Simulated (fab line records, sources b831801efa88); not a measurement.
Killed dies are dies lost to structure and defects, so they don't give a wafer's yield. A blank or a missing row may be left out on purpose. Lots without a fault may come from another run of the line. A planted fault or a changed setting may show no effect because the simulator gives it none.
Which tool did it? | flow gf180mcu | 13 lots, 38 wafers sampled, at 5 steps of a route of 602

WHAT THE GAUGES READ, wafer by wafer
The record holds no reading of a measuring or inspecting step that can be judged against a usual standard deviation.

WHICH TOOL RAN EACH LOT (tool, then ch and the chambers of the sampled wafers, then the start)
lot  | GF_M4_SPUTTER_00             | GF_M4_SPUTTER_01             | GF_V4_CVD_02                    | GF_V4_CMP_04                  | GF_V4_ETCH_17
L238 | pvd_sputter-04, day 23 00:10 | pvd_sputter-04, day 23 00:16 | pecvd-02 ch 0,1,2, day 24 00:26 | cmp-01 ch 2,3, day 24 00:37   | rie_diel-01 ch 0,2, no start
L240 | pvd_sputter-02, day 23 17:01 | pvd_sputter-02, day 23 17:07 | pecvd-01 ch 0,1, day 24 16:29   | cmp-02 ch 0,1,3, day 24 16:43 | rie_diel-03 ch 1,2, no start
L241 | pvd_sputter-04, day 23 20:42 | pvd_sputter-04, day 23 20:48 | pecvd-03 ch 0,1, day 24 19:40   | cmp-01 ch 0,3, day 24 19:47   | rie_diel-01 ch 0,1,3, no start
L243 | pvd_sputter-02, day 24 02:30 | pvd_sputter-02, day 24 02:36 | pecvd-01 ch 0,2, day 25 01:37   | cmp-02 ch 1,3, day 25 01:47   | rie_diel-01 ch 0,2,3, no start
L242 | pvd_sputter-01, day 24 07:13 | pvd_sputter-01, day 24 07:19 | pecvd-01 ch 1,2, day 25 05:51   | cmp-01 ch 0,1, day 25 05:59   | rie_diel-03 ch 1,3, no start
L244 | pvd_sputter-04, day 24 17:28 | pvd_sputter-04, day 24 17:34 | pecvd-02 ch 0,2, day 25 16:04   | cmp-02 ch 2,3, day 25 16:11   | rie_diel-03 ch 0,3, no start
L246 | pvd_sputter-02, day 25 07:37 | pvd_sputter-02, day 25 07:43 | pecvd-01 ch 0,1, day 26 05:53   | cmp-02 ch 0,1,3, day 26 06:06 | rie_diel-01 ch 0,1,3, no start
L248 | pvd_sputter-04, day 26 02:43 | pvd_sputter-04, day 26 02:49 | pecvd-03 ch 0,2, day 27 00:48   | cmp-01 ch 0,1,3, day 27 00:56 | rie_diel-03 ch 1,2,3, no start
L249 | pvd_sputter-02, day 26 11:07 | pvd_sputter-02, day 26 11:13 | pecvd-01 ch 1,2, day 27 08:40   | cmp-02 ch 0,2, day 27 08:52   | rie_diel-03 ch 1,2,3, no start
L251 | pvd_sputter-02, day 26 23:48 | pvd_sputter-02, day 26 23:54 | pecvd-02 ch 0,2, day 27 20:58   | cmp-01 ch 0,1,2, day 27 21:12 | rie_diel-03 ch 0,2,3, no start
L252 | pvd_sputter-01, day 27 04:49 | pvd_sputter-01, day 27 04:55 | pecvd-03 ch 0,1,2, day 28 00:13 | cmp-01 ch 2,3, day 28 00:25   | rie_diel-04 ch 1,2,3, no start
L253 | pvd_sputter-01, day 27 18:28 | pvd_sputter-01, day 27 18:34 | pecvd-03 ch 0,1, day 28 15:37   | cmp-02 ch 1,2,3, day 28 15:54 | rie_diel-04 ch 1,2, no start
L257 | pvd_sputter-02, day 28 18:58 | pvd_sputter-02, day 28 19:04 | pecvd-03 ch 0,1, day 29 15:22   | cmp-02 ch 2,3, day 29 15:29   | rie_diel-03 ch 2,3, no start
- GF_M4_SPUTTER_00: material Ti, target thk 37.5 nm, time 150 s.
- GF_M4_SPUTTER_01: material TiN, target thk 30 nm, time 25 s.
- GF_V4_CVD_02: deposits SiO2 from TEOS, target thk 850 nm, time 94.851 s.
- GF_V4_CMP_04: polishes SiO2.
- GF_V4_ETCH_17: etches SiO2 in C4F8/O2/Ar, stops on TiN, target depth 630 nm.

WHAT THE TOOLS THEMSELVES READ (means of the sampled wafers that have a number; where no wafer has one, the mark that the record gives instead)
GF_M4_SPUTTER_00. Usual: throttle_valve_pct 30.2 %, standard deviation 0.94.
lot  | tool           | throttle_valve_pct (%) | flag
L238 | pvd_sputter-04 | 30.9                   |
L240 | pvd_sputter-02 | 30.6                   |
L241 | pvd_sputter-04 | 31.0                   |
L243 | pvd_sputter-02 | 30.0                   |
L242 | pvd_sputter-01 | 30.1                   |
L244 | pvd_sputter-04 | 31.5                   |
L246 | pvd_sputter-02 | 29.6                   |
L248 | pvd_sputter-04 | 31.2                   |
L249 | pvd_sputter-02 | 29.2                   |
L251 | pvd_sputter-02 | 29.9                   |
L252 | pvd_sputter-01 | 29.9                   |
L253 | pvd_sputter-01 | 30.1                   |
L257 | pvd_sputter-02 | 29.9                   |

GF_M4_SPUTTER_01. Usual: throttle_valve_pct 30.1 %, standard deviation 0.98.
lot  | tool           | throttle_valve_pct (%) | flag
L238 | pvd_sputter-04 | 30.8                   |
L240 | pvd_sputter-02 | 30.6                   |
L241 | pvd_sputter-04 | 31.2                   |
L243 | pvd_sputter-02 | 30.1                   |
L242 | pvd_sputter-01 | 30.2                   |
L244 | pvd_sputter-04 | 31.4                   |
L246 | pvd_sputter-02 | 29.4                   |
L248 | pvd_sputter-04 | 31.2                   |
L249 | pvd_sputter-02 | 29.1                   |
L251 | pvd_sputter-02 | 29.9                   |
L252 | pvd_sputter-01 | 29.9                   |
L253 | pvd_sputter-01 | 29.8                   |
L257 | pvd_sputter-02 | 29.6                   |

GF_V4_CVD_02. Usual: heater_power_w 726 W, standard deviation 130.
lot  | tool     | heater_power_w (W) | flag
L238 | pecvd-02 | 642                |
L240 | pecvd-01 | 890                |
L241 | pecvd-03 | 605                |
L243 | pecvd-01 | 869                |
L242 | pecvd-01 | 727                |
L244 | pecvd-02 | 536                |
L246 | pecvd-01 | 929                |
L248 | pecvd-03 | 760                |
L249 | pecvd-01 | 754                |
L251 | pecvd-02 | 552                |
L252 | pecvd-03 | 696                |
L253 | pecvd-03 | 674                |
L257 | pecvd-03 | 638                |

GF_V4_CMP_04. Usual: head_pressure_psi 4.001 psi, standard deviation 0.0092; motor_current_A 11.7 A, standard deviation 1.4; time_to_endpoint_s 81 s, standard deviation 6.
lot  | tool   | head_pressure_psi (psi) | motor_current_A (A) | time_to_endpoint_s (s) | flag
L238 | cmp-01 | 3.990                   | 11.5                | 78                     |
L240 | cmp-02 | 3.993                   | 12.0                | 96                     |
L241 | cmp-01 | 3.996                   | 10.5                | 80                     |
L243 | cmp-02 | 3.995                   | 11.6                | 93                     |
L242 | cmp-01 | 4.005                   | 11.3                | 80                     |
L244 | cmp-02 | 3.996                   | 12.4                | 82                     |
L246 | cmp-02 | 4.009                   | 11.7                | 86                     |
L248 | cmp-01 | 4.006                   | 11.4                | 77                     |
L249 | cmp-02 | 3.997                   | 12.8                | 83                     |
L251 | cmp-01 | 3.999                   | 11.9                | 75                     |
L252 | cmp-01 | 4.007                   | 10.9                | 73                     |
L253 | cmp-02 | 3.999                   | 11.4                | 82                     |
L257 | cmp-02 | 3.999                   | 12.1                | 18                     | OFF

GF_V4_ETCH_17. Usual: bias_w 1200 W, standard deviation 4; oes_product_au 0.856 a.u., standard deviation 0.0046.
lot  | tool        | bias_w (W) | oes_product_au (a.u.) | flag
L238 | rie_diel-01 | 1202       | 0.851                 |
L240 | rie_diel-03 | 1195       | 0.857                 |
L241 | rie_diel-01 | 1199       | 0.854                 |
L243 | rie_diel-01 | 1201       | 0.856                 |
L242 | rie_diel-03 | 1201       | 0.860                 |
L244 | rie_diel-03 | 1203       | 0.854                 |
L246 | rie_diel-01 | 1202       | 0.858                 |
L248 | rie_diel-03 | 1202       | 0.857                 |
L249 | rie_diel-03 | 1198       | 0.859                 |
L251 | rie_diel-03 | 1200       | 0.859                 |
L252 | rie_diel-04 | 1199       | 0.858                 |
L253 | rie_diel-04 | 1197       | 0.855                 |
L257 | rie_diel-03 | 1197       | 0.974                 | OFF

THE ANSWER, worked out from the rows above alone
Rule: a lot is off if the mean of its wafers that have a number lies more than 3 standard deviations from the usual mean. A lot without any number at a reading at which 4 lots or more have one is off too. The other lots that the step has rows for count as sound. The gauges are gone through in route order, then the tools' own readings, and for those a lot's mean is taken as printed above. The first step at which some lot is off is used, and at that step the reading that is off furthest; a lot without a number counts as furthest.
Off: L257, at GF_V4_CMP_04 (time_to_endpoint_s).
A tool fits if, at that step or a process step before it, it ran every lot that is off, and no sound lot after the first of them. Can't be told from this: 3 tools fit, pvd_sputter-02 at GF_M4_SPUTTER_00 and GF_M4_SPUTTER_01, pecvd-03 at GF_V4_CVD_02, cmp-02 at GF_V4_CMP_04.

WHAT THE SIMULATOR HAD PUT IN
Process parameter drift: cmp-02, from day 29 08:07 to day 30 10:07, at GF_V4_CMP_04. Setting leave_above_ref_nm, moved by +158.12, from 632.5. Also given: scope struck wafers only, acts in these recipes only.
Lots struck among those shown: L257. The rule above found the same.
